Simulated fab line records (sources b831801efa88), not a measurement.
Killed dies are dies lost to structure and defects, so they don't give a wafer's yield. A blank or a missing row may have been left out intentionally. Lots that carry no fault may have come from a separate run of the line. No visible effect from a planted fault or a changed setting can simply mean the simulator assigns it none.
The tool behind it: which one? ; flow sky130 ; Sampling: 13 lots, 39 wafers, 4 of 708 route steps

== WHAT THE GAUGES READ, wafer by wafer ==
SKY_POLY_CUT_OVL_MEAS_09. Usual: for POLY_CUT_OVL the level is 0 nm and the standard deviation is 5.5.
lot;measured;on;POLY_CUT_OVL (nm);flag
L587;day 24 02:34;overlay-02;-1 -8 -1;
L589;day 24 20:28;overlay-02;6 1 -1;
L591;day 25 05:42;overlay-01;-2 8 5;
L593;day 26 10:06;overlay-01;-1 6 3;
L594;day 26 17:26;overlay-02;10 8 -5;
L596;day 27 08:45;overlay-02;-9 -5 -2;
L595;day 27 10:31;overlay-02;-10 1 4;
L598;day 27 21:52;overlay-02;2 11 0;
L597;day 28 00:59;overlay-01;-3 -4 6;
L600;day 28 16:44;overlay-02;1 5 2;
L607;day 31 08:14;overlay-01;6 -2 6;
L609;day 31 15:40;overlay-01;4 4 3;
L610;day 31 17:58;overlay-02;-1 -1 3;

SKY_SD_N_OVL_MEAS_08. Usual: for SD_N_OVL the level is 0.9 nm and the standard deviation is 1.3.
lot;measured;on;SD_N_OVL (nm);flag
L587;day 27 17:37;overlay-01;2.1 0.4 3.6;
L589;day 28 11:22;overlay-01;-1.3 2.9 -0.2;
L591;day 28 20:50;overlay-01;2.3 0.5 2.7;
L593;day 29 23:52;overlay-01;0.7 2.8 3.2;
L594;day 30 06:26;overlay-01;0.7 2.4 2.3;
L596;day 30 20:55;overlay-01;-0.8 -0.6 -0.8;
L595;day 30 22:22;overlay-02;2.4 4.3 3.8;
L598;day 31 09:49;overlay-02;3.3 3.1 4.6;
L597;day 31 13:47;overlay-02;0.4 0.5 1.7;
L600;day 32 04:47;overlay-02;1.9 0.7 1.5;
L607;day 34 16:17;overlay-01;0.7 -0.1 -0.8;
L609;day 34 23:07;overlay-01;-1.9 -0.3 0.6;
L610;day 35 01:46;overlay-01;0.3 3.1 -0.2;

== WHAT TOOL EACH LOT RAN ON (gives the tool, then ch and the chambers of the sampled wafers, and finally the start) ==
lot;SKY_RES_XHIGH_EXPOSE_04;SKY_RES_XHIGH_STRIP_08
L587;iline stepper-01 ch 0, day 25 23:39;plasma asher-01 ch 0,1, day 26 13:16
L589;iline stepper-02 ch 0, day 26 16:14;plasma asher-02 ch 0,1, day 27 07:10
L591;iline stepper-02 ch 0, day 27 02:04;plasma asher-02 ch 0,1, day 27 16:34
L593;iline stepper-01 ch 0, day 28 04:35;plasma asher-01 ch 0,1, day 28 19:29
L594;iline stepper-01 ch 0, day 28 13:11;plasma asher-04 ch 0,1, day 29 02:25
L596;iline stepper-02 ch 0, day 29 03:36;plasma asher-04 ch 0,1, day 29 18:15
L595;iline stepper-02 ch 0, day 29 04:53;plasma asher-04 ch 0, day 29 18:51
L598;iline stepper-02 ch 0, day 29 16:55;plasma asher-01 ch 0,1, day 30 06:12
L597;iline stepper-02 ch 0, day 29 20:44;plasma asher-01 ch 0,1, day 30 10:00
L600;iline stepper-01 ch 0, day 30 11:36;plasma asher-01 ch 0, day 31 01:55
L607;iline stepper-02 ch 0, day 33 00:13;plasma asher-02 ch 0,1, day 33 13:14
L609;iline stepper-02 ch 0, day 33 08:05;plasma asher-01 ch 0,1, day 33 20:43
L610;iline stepper-02 ch 0, day 33 10:29;plasma asher-02 ch 0,1, day 33 23:17
- SKY_RES_XHIGH_EXPOSE_04: exposes mask URPM, target cd 1270 nm.
- SKY_RES_XHIGH_STRIP_08: strips in O2/N2.

== AS READ BY THE TOOLS THEMSELVES (means over the sampled wafers that have a number; for cases with no such wafer, the mark the record gives instead) ==
SKY_RES_XHIGH_EXPOSE_04. Usual: 22.97 C for reticle temp C, sd 0.11.
lot;tool;reticle temp C (C);flag
L587;iline stepper-01;22.99;
L589;iline stepper-02;23.09;
L591;iline stepper-02;22.94;
L593;iline stepper-01;23.03;
L594;iline stepper-01;22.95;
L596;iline stepper-02;22.80;
L595;iline stepper-02;22.90;
L598;iline stepper-02;22.87;
L597;iline stepper-02;22.93;
L600;iline stepper-01;22.87;
L607;iline stepper-02;22.96;
L609;iline stepper-02;22.98;
L610;iline stepper-02;22.92;

SKY_RES_XHIGH_STRIP_08. Usual: chamber pressure mTorr 1500.0 mTorr, standard deviation 1.4; drypump motor current A 5.6 A, standard deviation 0.48; n2 flow sccm 299.9 sccm, standard deviation 0.91; oes product au 0.711 a.u., standard deviation 0.0043; strip time to endpoint s 14.29 s, standard deviation 0.044.
lot;tool;chamber pressure mTorr (mTorr);drypump motor current A (A);n2 flow sccm (sccm);oes product au (a.u.);strip time to endpoint s (s);flag
L587;plasma asher-01;1500.7;5.4;299.4;0.710;14.23;
L589;plasma asher-02;1500.4;5.4;300.1;0.713;14.32;
L591;plasma asher-02;1500.0;5.4;299.9;0.705;14.28;
L593;plasma asher-01;1500.9;5.4;299.7;0.712;14.33;
L594;plasma asher-04;1500.8;5.7;299.4;0.709;14.32;
L596;plasma asher-04;1501.6;5.7;299.7;0.708;14.30;
L595;plasma asher-04;1499.6;5.6;300.9;0.712;14.35;
L598;plasma asher-01;1498.8;5.4;301.1;0.710;14.31;
L597;plasma asher-01;1500.2;5.6;299.7;0.707;14.29;
L600;plasma asher-01;1499.8;5.2;300.4;0.710;14.23;
L607;plasma asher-02;1499.8;5.4;300.7;0.707;14.25;
L609;plasma asher-01;1499.6;5.6;299.3;0.715;14.20;
L610;plasma asher-02;1499.1;5.9;299.6;0.710;14.28;

== THE ANSWER, worked out from the rows above alone ==
Rule: take the mean of a lot's wafers that have a number; if it is more than 3 standard deviations from the usual mean, the lot is off. Also off: a lot with no number at a reading for which 4 or more lots have one. Where the step has rows for the other lots, those lots are counted as sound. First the gauges in route order, then the tools' own readings, where a lot's mean is used as printed above. The first step at which some lot is off is used, and at that step the reading that is off furthest; a lot without a number counts as furthest.
Nothing can be told from this: no lot is off at any reading shown.

== WHAT HAD BEEN PUT IN BY THE SIMULATOR ==
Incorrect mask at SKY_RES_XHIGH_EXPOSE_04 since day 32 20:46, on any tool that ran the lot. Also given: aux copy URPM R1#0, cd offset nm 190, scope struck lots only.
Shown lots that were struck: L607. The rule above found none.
